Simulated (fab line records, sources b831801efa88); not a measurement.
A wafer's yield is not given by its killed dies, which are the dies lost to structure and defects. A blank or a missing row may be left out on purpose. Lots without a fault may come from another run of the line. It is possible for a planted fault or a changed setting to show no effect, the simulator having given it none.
Comparing a struck lot with a sound one || flow gf180mcu || 23 out of 602 route steps
Sound: the wafers L494.1, L494.2, L494.3. The struck wafers were L485.1, L485.2, L485.5. At the end, the cause is stated.
At each step with rows: each side's tool, then ch and its chambers, then its first start. Under that, the readings that differ: sound wafers || struck wafers || difference of the means || sigmas: that difference in standard deviations of wafers without a fault.
alike: a reading whose means differ by less than 2 such deviations, as well as words and numbers matching on both sides. not compared: withheld readings; readings where some wafer has no value; bounds like >300 that might hide an equal value; numbers whose values overlap and for which the record gives no deviation.
Wherever a step has rows on one side only, a row that says differs or no value, or a row with sigmas, the two part there. Non-overlapping numbers with no deviation appear without sigmas and do not part them. Lack of a reading on every wafer of one side parts them only where that side has two or more wafers.

GF_CONTACT_RS_MEAS_25: a four-point-probe measurement.
  sound on film-metro-04 at day 22 06:46; struck on film-metro-03 at day 19 00:32
  alike: CONTACT_W_RS
GF_CONTACT_THK_MEAS_26: measures by xrf.
  sound on film-metro-04 at day 22 06:53; struck on film-metro-03 at day 19 00:39
  alike: CONTACT_W_THK
GF_CONTACT_CMP_27: polishes, stops on SiO2, t overpolish 13.59 s, target thk 0 nm.
  sound on cmp-01 ch 1,2,3, day 22 06:57; struck on cmp-01 ch 0,1,3, day 19 00:55
  alike: motor-current-A, overpolish-run-s, slurry-filter-dp-kPa, time-to-endpoint-s
GF_M1_SPUTTER_00: material Ti, target thk 37.5 nm, time 150 s.
  sound on pvd-sputter-02 at day 22 07:15; struck on pvd-sputter-03 at day 19 01:10
  alike: chamber-pressure-pa, throttle-valve-pct
GF_M1_SPUTTER_01: material TiN, target thk 30 nm, time 25 s.
  sound on pvd-sputter-02 at day 22 07:21; struck on pvd-sputter-03 at day 19 01:16
  alike: chamber-pressure-pa, throttle-valve-pct
GF_M1_SPUTTER_02: material AlCu, target thk 450 nm, time 23.9 s.
  sound on pvd-sputter-02 at day 22 07:23; struck on pvd-sputter-03 at day 19 01:17
  alike: chamber-pressure-pa, throttle-valve-pct
then, 1 step without rows for these wafers: GF_M1_SPUTTER_03 (material Ti, target thk 10 nm, time 6.7 s).
GF_M1_SPUTTER_04: material TiN, target thk 50 nm, time 41.7 s.
  sound on pvd-sputter-02 at day 22 07:26; struck on pvd-sputter-03 at day 19 01:20
  alike: chamber-pressure-pa, throttle-valve-pct
GF_M1_RS_MEAS_05: a four-point-probe measurement.
  sound on film-metro-03 at day 22 07:28; struck on film-metro-02 at day 19 01:23
  alike: M1_ALCU_RS
GF_M1_THK_MEAS_06: measures by xrf.
  sound on film-metro-03 at day 22 07:35; struck on film-metro-02 at day 19 01:30
  alike: M1_ALCU_THK
then, 2 steps without rows for these wafers: GF_M1_DEHYDRATE_07 (time 60 s); GF_M1_HMDS_08 (prime time 60 s).
GF_M1_COAT_09: resist thk 1000 nm.
  sound on litho-track-01 ch 0, day 22 18:15; struck on litho-track-03 ch 0, day 19 12:39
{"reading": "model.KrF_of_M1_COAT_09.thk-nm (nm)", "sound": "999.3 998.9 1000", "struck": "1043 1040 1040", "difference": "+42", "sigmas": ""}
then, 4 steps without rows for these wafers: GF_M1_SOFTBAKE_10 (time 60 s); GF_M1_EXPOSE_11 (exposes mask Metal1, target cd 230 nm); GF_M1_PEB_12 (peb time 90 s); GF_M1_DEVELOP_13 (develop time 60 s).
GF_M1_CD_MEAS_14: target cd 230 nm.
  sound on cd-sem-01 at day 23 06:06; struck on cd-sem-01 at day 20 01:24
  alike: cd-nm
GF_M1_OVL_MEAS_15:
  sound on overlay-02 at day 23 06:13; struck on overlay-02 at day 20 01:31
  alike: M1_OVL
GF_M1_METAL_ETCH_16: etches the open film in Cl2/BCl3, stops on SiO2, target depth 750.8 nm, time 125.1 s.
  sound on rie-metal-04 ch 0,1, day 23 06:16; struck on rie-metal-04 ch 0,1, day 20 01:34
{"reading": "model.KrF_of_M1_COAT_09.thk-nm (nm)", "sound": "692 685.4 691.9", "struck": "719.4 727.4 720.3", "difference": "+32.6", "sigmas": ""}
  alike: drypump-motor-current-A, oes-product-au, throttle-valve-pct
  not compared: rf-hours-counter-h
GF_M1_STRIP_17: strips in O2/N2.
  sound on plasma-asher-04 ch 0,1, day 23 06:23; struck on plasma-asher-02 ch 0,1, day 20 01:41
{"reading": "oes-product-au (a.u.)", "sound": "0.531 0.535 0.549", "struck": "0.561 0.552 0.553", "difference": "+0.017", "sigmas": "+3"}
{"reading": "strip-time-to-endpoint-s (s)", "sound": "7.44 7.39 7.44", "struck": "7.73 7.80 7.74", "difference": "+0.33", "sigmas": "+6"}
  alike: drypump-motor-current-A, heater-power-w
  not compared: rf-hours-counter-h
then, 1 step without rows for these wafers: GF_M1_STRIP_18 (strips in post etch residue remover, time 1200 s).
GF_PASSIVATION_PROBE_99:
  the record holds rows for the sound wafers here (prober-01, day 33 15:44) but none for the struck ones

== WHERE THEY PART ==
First at GF_M1_STRIP_17; last, within this record, at GF_PASSIVATION_PROBE_99.

WHY: the cause the simulator had injected
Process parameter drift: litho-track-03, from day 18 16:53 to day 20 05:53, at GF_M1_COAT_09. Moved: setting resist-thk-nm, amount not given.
